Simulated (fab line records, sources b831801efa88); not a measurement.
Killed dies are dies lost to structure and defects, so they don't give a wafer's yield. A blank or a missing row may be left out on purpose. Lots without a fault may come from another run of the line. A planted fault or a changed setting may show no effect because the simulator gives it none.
Chamber matching | flow gf180mcu | GF_V5_CVD_02 on pecvd-01: 3 sister chambers
The step deposits SiO2 from TEOS, target thk 1450 nm, time 163.28 s. 3 wafers are shown with their chamber, then 7 later ones without.

WAFERS WITH THEIR CHAMBER
wafer  | chamber | susceptor_temp_C (C)
L087.3 | 0       | 400.12
L088.1 | 2       | 400.01
L088.4 | 1       | 400.15

WAFERS WITHOUT THEIR CHAMBER
wafer  | susceptor_temp_C (C)
L088.6 | 400.43
L094.2 | 400.14
L094.4 | 399.71
L094.5 | 399.95
L096.4 | 399.67
L096.5 | 400.34
L096.6 | 400.55

WHICH CHAMBER EACH WENT THROUGH
wafer  | from the rows above          | in truth
L088.6 | can't be placed: 1 or 0 or 2 | 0
L094.2 | can't be placed: 1 or 0 or 2 | 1
L094.4 | can't be placed: 2 or 0 or 1 | 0
L094.5 | can't be placed: 2 or 0 or 1 | 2
L096.4 | can't be placed: 2 or 0 or 1 | 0
L096.5 | can't be placed: 1 or 0 or 2 | 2
L096.6 | can't be placed: 1 or 0 or 2 | 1
Placed correctly: 0 of 7. Can't be placed from these rows: 7 (the true chamber is among the candidates in 7). Placed wrongly: 0.
How it was worked out, from the rows above alone: a wafer's distance from a chamber is the root of the sum, over the readings, of the square of ((its reading less the chamber's mean) divided by the reading's scatter). The wafer belongs to the nearest chamber; if the next one is less than 2 further off, it can't be placed. A chamber's mean is the mean of its shown wafers. The scatter: with one shown wafer a chamber, the root of the mean of the squares of how far each hidden wafer lies from its nearest shown one.
